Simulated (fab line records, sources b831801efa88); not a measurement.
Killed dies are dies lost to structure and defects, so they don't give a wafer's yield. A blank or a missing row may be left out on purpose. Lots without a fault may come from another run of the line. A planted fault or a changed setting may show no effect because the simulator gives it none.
Chamber matching | flow sky130 | SKY_FIELD_ISO_CMP_27 on cmp-02: 4 sister chambers
The step polishes, stops on Si3N4, t overpolish 16 s, target thk 457.8 nm. 16 wafers are shown with their chamber, then 8 later ones without.

WAFERS WITH THEIR CHAMBER
wafer  | chamber | motor_current_A (A) | time_to_endpoint_s (s) | overpolish_run_s (s)
L075.1 | 1       | 12.6                | 112                    | 16.002
L075.2 | 3       | 11.1                | 118                    | 16.001
L075.3 | 0       | 9.8                 | 111                    | 16.024
L075.4 | 2       | 11.2                | 108                    | 16.002
L075.5 | 1       | 12.8                | 116                    | 16.000
L075.6 | 0       | 9.6                 | 109                    | 15.992
L078.1 | 2       | 11.5                | 111                    | 16.001
L078.5 | 1       | 12.9                | 119                    | 15.997
L078.6 | 0       | 9.5                 | 111                    | 16.008
L083.4 | 1       | 13.0                | 115                    | 15.997
L083.5 | 3       | 11.1                | 118                    | 16.000
L083.6 | 0       | 9.4                 | 112                    | 16.004
L087.1 | 1       | 12.4                | 115                    | 15.991
L087.4 | 2       | 11.7                | 114                    | 16.000
L087.6 | 3       | 11.5                | 114                    | 16.008
L088.2 | 0       | 9.8                 | 109                    | 15.997

SIGNATURES (means of the wafers above)
reading            | chamber 0 | chamber 1 | chamber 2 | chamber 3 | scatter within a chamber
motor_current_A    | 9.620     | 12.740    | 11.467    | 11.233    | 0.222
time_to_endpoint_s | 110.40    | 115.40    | 111.00    | 116.67    | 2.26
overpolish_run_s   | 16.00500  | 15.99740  | 16.00100  | 16.00300  | 0.00771
Rule: a wafer's distance from a chamber is the root of the sum, over the readings, of the square of ((its reading less the chamber's mean) divided by the reading's scatter). The wafer belongs to the nearest chamber; if the next one is less than 2 further off, it can't be placed. The scatter: the root of (the sum of the squares of (reading less its chamber's mean) over the shown wafers, divided by (wafers less chambers)).

WAFERS WITHOUT THEIR CHAMBER
wafer  | motor_current_A (A) | time_to_endpoint_s (s) | overpolish_run_s (s)
L088.3 | 11.7                | 113                    | 16.008
L088.6 | 9.4                 | 107                    | 15.994
L090.1 | 9.5                 | 107                    | 15.997
L090.3 | 11.4                | 112                    | 15.997
L090.5 | 12.0                | 112                    | 15.999
L094.2 | 11.1                | 115                    | 15.995
L094.4 | 9.4                 | 107                    | 15.996
L094.5 | 11.6                | 116                    | 15.993

WHICH CHAMBER EACH WENT THROUGH
wafer  | from the rows above          | in truth
L088.3 | can't be placed: 2 or 3      | 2
L088.6 | 0                            | 0
L090.1 | 0                            | 0
L090.3 | can't be placed: 2 or 3      | 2
L090.5 | can't be placed: 2 or 1 or 3 | 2
L094.2 | can't be placed: 3 or 2      | 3
L094.4 | 0                            | 0
L094.5 | can't be placed: 3 or 2      | 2
Placed correctly: 3 of 8. Can't be placed from these rows: 5 (the true chamber is among the candidates in 5). Placed wrongly: 0.
